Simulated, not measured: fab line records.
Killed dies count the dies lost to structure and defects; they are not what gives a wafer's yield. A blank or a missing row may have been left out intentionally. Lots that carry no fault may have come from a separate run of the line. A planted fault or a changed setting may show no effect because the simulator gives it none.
The tool behind it: which one? ; flow gf180mcu ; Sampling: 14 lots, 42 wafers, 4 of 602 route steps

== WHAT EACH GAUGE READ, for each wafer ==
GF_VT_IMPLANT_OVL_MEAS_40.
lot;measured;on;VT_IMPLANT_03_OVL (nm)
L977;day 7 16:17;overlay-01;-1.0 -0.3 -0.7
L978;day 7 21:29;overlay-01;-1.8 -2.0 -0.9
L979;day 8 03:44;overlay-02;-1.3 -1.5 -1.2
L980;day 8 09:17;overlay-02;-3.2 -3.8 -3.8
L981;day 8 14:17;overlay-02;-3.0 -4.4 -4.0
L983;day 9 02:25;overlay-02;-2.6 -2.1 0.8
L990;day 11 05:27;overlay-02;-1.9 -1.5 -2.8
L991;day 11 12:21;overlay-02;-2.9 -1.4 -1.3
L992;day 11 17:23;overlay-02;-1.9 -0.8 -3.5
L993;day 12 01:57;overlay-02;-2.7 -3.3 -4.7
L994;day 12 09:16;overlay-01;-0.4 1.4 0.0
L995;day 12 15:59;overlay-01;-2.8 -2.1 -3.3
L998;day 13 11:40;overlay-01;-2.6 -2.3 -1.1
L999;day 13 19:51;overlay-02;-4.0 -3.5 -1.4

GF_POLY_GATE_THK_MEAS_17.
lot;measured;on;POLY_GATE_OXIDATION_THK (nm)
L977;day 9 11:53;filmMetro-03;3.93 3.92 3.98
L978;day 9 16:05;filmMetro-03;4.01 3.97 3.96
L979;day 9 22:16;filmMetro-03;4.03 3.99 3.98
L980;day 10 04:59;filmMetro-01;3.96 4.00 4.02
L981;day 10 10:04;filmMetro-02;4.01 3.98 4.04
L983;day 11 00:09;filmMetro-02;4.05 4.11 3.99
L991;day 13 14:11;filmMetro-03;4.03 4.07 4.13
L993;day 14 02:31;filmMetro-01;4.00 3.99 3.96
L994;day 14 15:35;filmMetro-01;4.10 4.02 4.07
L995;day 14 20:06;filmMetro-02;3.88 3.96 3.95
L998;day 15 18:31;filmMetro-02;4.04 4.14 4.05
L999;day 16 00:07;filmMetro-01;4.17 3.99 4.17

== WHAT TOOL EACH LOT RAN ON (gives the tool, then ch and the chambers of the sampled wafers, and finally the start) ==
lot;GF_VT_IMPLANT_STRIP_20;GF_DUAL_GATE_WET_ETCH_12
L977;plasmaAsher-04 ch 0,1, day 6 09:25;wetBench-02 ch 1, day 8 12:30
L978;plasmaAsher-04 ch 0,1, day 6 14:55;wetBench-04 ch 0, day 8 17:28
L979;plasmaAsher-03 ch 0,1, day 6 20:11;wetBench-02 ch 1, day 8 23:00
L980;plasmaAsher-02 ch 0,1, day 7 00:51;wetBench-02 ch 1, day 9 05:33
L981;plasmaAsher-03 ch 0,1, day 7 06:11;wetBench-04 ch 1, day 9 10:27
L983;plasmaAsher-03 ch 0,1, day 7 17:41;wetBench-02 ch 3, day 9 23:52
L990;plasmaAsher-03 ch 0,1, day 9 17:31;wetBench-01 ch 0, day 12 03:26
L991;plasmaAsher-02 ch 0,1, day 9 23:02;wetBench-02 ch 2, day 12 09:43
L992;plasmaAsher-02 ch 0,1, day 10 04:06;wetBench-01 ch 1, day 12 15:22
L993;plasmaAsher-03 ch 0,1, day 10 12:38;wetBench-02 ch 2, day 13 00:22
L994;plasmaAsher-02 ch 0,1, day 10 18:43;wetBench-04 ch 0, day 13 07:35
L995;plasmaAsher-02 ch 0,1, day 11 00:50;wetBench-04 ch 1, day 13 13:50
L998;plasmaAsher-02 ch 0,1, day 11 19:43;wetBench-04 ch 0, day 14 13:13
L999;plasmaAsher-03 ch 0,1, day 12 04:20;wetBench-02 ch 2, day 14 18:52
- GF_VT_IMPLANT_STRIP_20: strips in O2/N2.
- GF_DUAL_GATE_WET_ETCH_12: etches SiO2 in dHF, target depth 13 nm, time 260 s.

== AS READ BY THE TOOLS THEMSELVES (means over the sampled wafers that have a number; for cases with no such wafer, the mark the record gives instead) ==
GF_VT_IMPLANT_STRIP_20.
lot;tool;drypumpMotorCurrentA (A);heaterPowerW (W);oesProductAu (a.u.);stripTimeToEndpointS (s)
L977;plasmaAsher-04;5.4;322;0.714;12.68
L978;plasmaAsher-04;5.4;328;0.721;12.64
L979;plasmaAsher-03;5.3;339;0.711;12.68
L980;plasmaAsher-02;6.1;301;0.717;12.64
L981;plasmaAsher-03;5.3;337;0.717;12.61
L983;plasmaAsher-03;5.3;340;0.714;12.63
L990;plasmaAsher-03;5.2;338;0.716;12.65
L991;plasmaAsher-02;6.2;299;0.716;12.61
L992;plasmaAsher-02;5.8;306;0.714;12.61
L993;plasmaAsher-03;5.6;337;0.716;12.63
L994;plasmaAsher-02;6.1;303;0.714;12.66
L995;plasmaAsher-02;5.8;310;0.716;12.62
L998;plasmaAsher-02;5.8;307;0.719;12.63
L999;plasmaAsher-03;5.6;336;0.716;12.63

GF_DUAL_GATE_WET_ETCH_12.
lot;tool;runLengthS (s);tempC (C)
L977;wetBench-02;284;25.17
L978;wetBench-04;288;24.83
L979;wetBench-02;284;24.93
L980;wetBench-02;284;25.15
L981;wetBench-04;287;25.06
L983;wetBench-02;286;25.15
L990;wetBench-01;55;25.08
L991;wetBench-02;293;24.84
L992;wetBench-01;53;24.99
L993;wetBench-02;285;25.01
L994;wetBench-04;288;25.11
L995;wetBench-04;285;24.91
L998;wetBench-04;294;24.96
L999;wetBench-02;286;24.87

== THE ANSWER, worked out from the rows above alone ==
Rule: usual is defined by the lots themselves. Put in order of their means at a reading, lots are off if they are a third of the lots or fewer, leave a main group of 4 or more, and stand apart from it by a gap of 3 or more times the standard deviation of the main group's means; of several such gaps the widest counts. The tables above print the reading to a certain number of digits; a main group whose means all agree to those digits is not used. A lot without any number at a reading at which 4 lots or more have one is off too. Where the step has rows for the other lots, those lots are counted as sound. The gauges are gone through in route order, then the tools' own readings, and for those a lot's mean is taken as printed above. At the first step where some lot is off, the reading lying furthest off is the one used; lots without a number count as furthest.
Off: L990, L992 (GF_DUAL_GATE_WET_ETCH_12, runLengthS). The main group has a mean of 287 s with a standard deviation of 3.2.
If a tool, at that step or one of the process steps before it, ran each lot that is off and ran no sound lot following the first of them, it fits. One fits: wetBench-01 at GF_DUAL_GATE_WET_ETCH_12. It ran no sound lot before its first lot that is off in this sample, so the start can't be narrowed down.
The tool's own readings at GF_DUAL_GATE_WET_ETCH_12 bear it out: on the lots that are off they differ by more than 5 times the standard deviation of the sound lots' means. runLengthS reads 54 s there against 287 s on the sound lots.

== WHAT THE SIMULATOR PUT IN ==
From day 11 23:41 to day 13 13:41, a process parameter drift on wetBench-01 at GF_DUAL_GATE_WET_ETCH_12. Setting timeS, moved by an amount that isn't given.
Shown lots that were struck: L990, L992. Same finding as the rule above.
